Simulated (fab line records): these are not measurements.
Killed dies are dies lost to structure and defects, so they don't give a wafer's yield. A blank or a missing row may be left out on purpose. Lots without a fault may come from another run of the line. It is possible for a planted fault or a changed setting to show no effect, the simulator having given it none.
Struck lot and sound lot, side by side + flow sky130 + 17 steps out of a route of 708
Sound: the wafers L731.2, L731.3, L731.6. Wafers L736.1, L736.2, L736.4 were the ones struck. Last of all comes the cause.
Order at every step that has rows: each side's tool, ch and its chambers, its first start. Under that, the readings that differ: sound wafers + struck wafers + difference of the means + sigmas: that difference in standard deviations of wafers without a fault.
alike: readings whose means differ by less than 2 such deviations, and words and numbers that are the same on both sides. not compared: withheld readings, readings that some wafer has no value for, bounds like >300 that may hide the same value, and numbers for which the record gives no deviation and whose values overlap.
The two part at a step that has a row with sigmas, a row that says differs or no value, or rows on one side only. Non-overlapping numbers with no deviation appear without sigmas and do not part them. Lack of a reading on every wafer of one side parts them only where that side has two or more wafers.

first, 5 steps without rows for these wafers: SKY_SD_N_COAT_02 (resist thk 1140 nm); SKY_SD_N_SOFTBAKE_03 (time 60 s); SKY_SD_N_EXPOSE_04 (exposes mask NSDM, target cd 380 nm); SKY_SD_N_PEB_05; SKY_SD_N_DEVELOP_06 (develop time 60 s).
SKY_SD_N_CD_MEAS_07: the cd target is 380 nm.
  sound: cd_sem-01 at day 28 10:29; struck: cd_sem-01 at day 29 20:43
  alike: cd_nm
SKY_SD_N_OVL_MEAS_08:
  sound: overlay-02 at day 28 10:35; struck: overlay-01 at day 29 20:50
  alike: SD_N_OVL
then, 2 steps without rows for these wafers: SKY_SD_N_IMPLANT_09; SKY_SD_N_IMPLANT_10.
SKY_SD_N_STRIP_11: strips in O2/N2.
  sound on plasma_asher-02 ch 0,1, day 28 10:55; struck on plasma_asher-04 ch 0,1, day 29 21:10
  alike: drypump_motor_current_A, n2_flow_sccm, oes_product_au, strip_time_to_endpoint_s
  not compared: rf_hours_counter_h
SKY_SD_N_TW_MEAS_12:
  sound: film_metro-03 at day 28 11:02; struck: film_metro-02 at day 29 21:16
  alike: SD_N_TW
then, 1 step without rows for these wafers: SKY_SD_N_CLEAN_13 (cleans in SC1/SC2, time 150 s).
SKY_SD_N_RTA_14: time 2 s.
  sound on rtp_anneal-01 ch 0, day 28 11:08; struck on rtp_anneal-02 ch 0, day 29 21:23
| reading            | sound                | struck               | difference | sigmas |
|--------------------|----------------------|----------------------|------------|--------|
| lamp_power_pct (%) | 15.74 15.72 15.66    | 15.84 15.80 15.85    | +0.12      | +2     |
| wafer_temp_C_max   | 1077.9 1078.0 1079.2 | 1083.9 1087.5 1087.3 | +7.9       | +6     |
  alike: chamber_o2_ppm, ramp_down_c_per_s
SKY_SD_N_RS_MEAS_16: measures by four-point-probe.
  sound: film_metro-01 at day 28 11:20; struck: film_metro-01 at day 29 21:37
| reading          | sound             | struck            | difference | sigmas |
|------------------|-------------------|-------------------|------------|--------|
| SD_N_RS (ohm/sq) | 68.68 68.66 68.78 | 67.36 67.25 67.48 | -1.34      | -10    |
SKY_SD_N_RS_MEAS_17: measures by four-point-probe.
  sound: film_metro-01 at day 28 11:27; struck: film_metro-01 at day 29 21:44
| reading          | sound             | struck            | difference | sigmas |
|------------------|-------------------|-------------------|------------|--------|
| SD_P_RS (ohm/sq) | 147.5 147.3 147.8 | 140.3 140.1 140.5 | -7.2       | -19    |
SKY_SD_N_RS_MEAS_18: measures by four-point-probe.
  sound: film_metro-01 at day 28 11:34; struck: film_metro-01 at day 29 21:51
| reading               | sound             | struck            | difference | sigmas |
|-----------------------|-------------------|-------------------|------------|--------|
| RES_XHIGH_RS (ohm/sq) | 329.6 328.6 329.0 | 331.9 330.5 331.2 | +2.1       | +2     |
-- record jumps: 18 days separate the struck wafers' starts on either side; left off in module SD_N, taken up again in module PAD_OPEN, whose first shown step is the route's number 708 --
SKY_PAD_OPEN_PROBE_99:
  sound: prober-01 at day 46 05:44; struck: prober-01 at day 47 10:51
| reading                              | sound             | struck            | difference | sigmas |
|--------------------------------------|-------------------|-------------------|------------|--------|
| model.etest.res_xhigh_po.line_ohm_um | 5958 5774 5848    | 5391 5326 5083    | -593       |        |
| model.etest.res_xhigh_po.rs_ohm_sq   | 2121 2019 2074    | 1900 1896 1817    | -200       |        |
| model.etest.pfet_01v8.r_on_ohm_um    | 3036 2939 2953    | 2731 2766 2763    | -223       |        |
| model.etest.res_pdiff.line_ohm_um    | 1372 1366 1348    | 1344 1294 1312    | -45        |        |
| model.etest.res_high_po.line_ohm_um  | 762.6 741.4 747.4 | 725.8 706.5 699.7 | -39.8      |        |
| model.etest.licon_high_po.rc_ohm     | 370.9 350.1 366.7 | 319.8 324.4 312.8 | -43.6      |        |
| model.etest.res_high_po.rs_ohm_sq    | 267.9 263.2 263.4 | 249 253.4 246.4   | -15        |        |
| model.etest.res_pdiff_hv.rs_ohm_sq   | 193.5 191.6 193.2 | 181.1 182.5 182.1 | -10.9      |        |
  alike: killed_at_M0_to_M3, killed_at_M4_up, killed_at_contacts, killed_at_front_end, killed_at_other, killed_dies, killed_open, killed_short

WHERE THEY PART
At SKY_SD_N_RTA_14 first; at SKY_SD_N_RS_MEAS_18 last (within this record only). Later steps at which nothing parts them and some readings are alike: SKY_PAD_OPEN_PROBE_99.

WHY: what had been put in by the simulator
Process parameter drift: rtp_anneal-02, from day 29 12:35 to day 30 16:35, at SKY_SD_N_RTA_14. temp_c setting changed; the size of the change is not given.
